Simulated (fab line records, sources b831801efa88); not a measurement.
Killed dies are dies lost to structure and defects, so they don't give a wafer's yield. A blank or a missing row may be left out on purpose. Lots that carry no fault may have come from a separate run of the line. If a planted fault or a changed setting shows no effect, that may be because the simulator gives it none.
Which tool did it? -- flow sky130 -- 12 lots with 36 wafers sampled at 4 steps, on a route of 708 steps

WHAT EACH GAUGE READ, for each wafer
SKY_RES_XHIGH_TW_MEAS_09. Usual: for RES_XHIGH_TW the level is 1641 and the standard deviation is 16.
lot,measured,on,RES_XHIGH_TW,flag
L315,day 27 23:50,film metro-03,1635 1627 1625,
L317,day 28 00:44,film metro-02,1648 1649 1646,
L324,day 29 13:17,film metro-02,1640 1637 1632,
L325,day 29 22:52,film metro-04,1663 1655 1661,
L327,day 34 19:20,film metro-04,1650 1655 1654,
L334,day 34 20:32,film metro-03,1607 1603 1613,
L329,day 34 21:21,film metro-04,1651 1654 1651,
L326,day 34 21:38,film metro-04,1653 1670 1649,
L332,day 34 23:04,film metro-03,1606 1614 1613,
L331,day 34 23:50,film metro-04,1653 1650 1653,
L335,day 35 00:14,film metro-03,1609 1613 1618,
L333,day 35 04:54,film metro-02,1641 1651 1646,

SKY_LI_CONTACT_THK_MEAS_01. Usual: for LI_CONTACT_HDPCVD_THK the level is 930 nm and the standard deviation is 8.5.
lot,measured,on,LI_CONTACT_HDPCVD_THK (nm),flag
L315,day 29 04:17,film metro-04,933 944 926,
L317,day 29 05:43,film metro-04,926 932 936,
L324,day 30 18:39,film metro-02,940 934 933,
L325,day 31 02:47,film metro-03,935 924 922,
L327,day 35 20:54,film metro-03,929 935 931,
L334,day 35 22:41,film metro-04,940 930 931,
L329,day 35 23:31,film metro-03,927 931 922,
L326,day 36 00:37,film metro-04,770 912 773,OFF
L332,day 36 01:50,film metro-04,920 920 766,OFF
L331,day 36 02:42,film metro-04,919 768 913,OFF
L335,day 36 03:13,film metro-03,920 916 918,
L333,day 36 07:28,film metro-03,935 935 931,

SKY_LI_CONTACT_BOW_MEAS_03. Usual: for LI_CONTACT_BOW the level is 56 um and the standard deviation is 6.9.
lot,measured,on,LI_CONTACT_BOW (um),flag
L315,day 29 04:53,film metro-02,62 54 59,
L317,day 29 06:05,film metro-03,52 50 58,
L324,day 30 19:01,film metro-02,70 61 56,
L325,day 31 03:10,film metro-04,56 53 59,
L327,day 35 21:16,film metro-04,59 52 49,
L334,day 35 23:02,film metro-04,49 48 50,
L329,day 35 23:54,film metro-03,61 66 58,
L326,day 36 00:59,film metro-02,57 63 60,
L332,day 36 02:14,film metro-02,64 57 52,
L331,day 36 03:04,film metro-04,53 50 57,
L335,day 36 03:37,film metro-02,60 60 68,
L333,day 36 07:51,film metro-02,50 53 48,

WHAT TOOL EACH LOT RAN ON (gives the tool, then ch and the chambers of the sampled wafers, and finally the start)
lot,SKY_LI_CONTACT_HDPCVD_00
L315,"hdpcvd-02 ch 1,2, day 29 04:11"
L317,"hdpcvd-01 ch 0,2, day 29 05:35"
L324,"hdpcvd-01 ch 0,1, day 30 18:33"
L325,"hdpcvd-02 ch 0,1,2, day 31 02:42"
L327,"hdpcvd-02 ch 0,1,2, day 35 20:48"
L334,"hdpcvd-02 ch 0,1, day 35 22:35"
L329,"hdpcvd-01 ch 1,2, day 35 23:24"
L326,"hdpcvd-01 ch 0,1, day 36 00:30"
L332,"hdpcvd-01 ch 0,1,2, day 36 01:46"
L331,"hdpcvd-01 ch 0,1,2, day 36 02:36"
L335,"hdpcvd-02 ch 0,2, day 36 03:07"
L333,"hdpcvd-02 ch 1,2, day 36 07:21"
- SKY_LI_CONTACT_HDPCVD_00: deposits PSG, target thk 930 nm, time 155 s.

AS READ BY THE TOOLS THEMSELVES (means over the sampled wafers that have a number; for cases with no such wafer, the mark the record gives instead)
The record holds no such reading with a usual standard deviation.

THE ANSWER, worked out from the rows above alone
Rule: a lot is off if the mean of its wafers that have a number lies more than 3 standard deviations from the usual mean. A lot without any number at a reading at which 4 lots or more have one is off too. The other lots that the step has rows for count as sound. Order of review: gauges by route order, followed by the tools' own readings, for which a lot's mean as printed above is used. The first step at which some lot is off is used, and at that step the reading that is off furthest; a lot without a number counts as furthest.
Off: L326, L332, L331, at SKY_LI_CONTACT_THK_MEAS_01 (LI_CONTACT_HDPCVD_THK).
A tool fits if, at a process step before that reading, it ran every lot that is off, and no sound lot after the first of them. Gauges at SKY_LI_CONTACT_THK_MEAS_01: tried the same way as those tools. 2 tools fit, hdpcvd-01 at SKY_LI_CONTACT_HDPCVD_00 and film metro-04 at SKY_LI_CONTACT_THK_MEAS_01, so this cannot tell which one it is.

WHAT WAS PUT IN BY THE SIMULATOR
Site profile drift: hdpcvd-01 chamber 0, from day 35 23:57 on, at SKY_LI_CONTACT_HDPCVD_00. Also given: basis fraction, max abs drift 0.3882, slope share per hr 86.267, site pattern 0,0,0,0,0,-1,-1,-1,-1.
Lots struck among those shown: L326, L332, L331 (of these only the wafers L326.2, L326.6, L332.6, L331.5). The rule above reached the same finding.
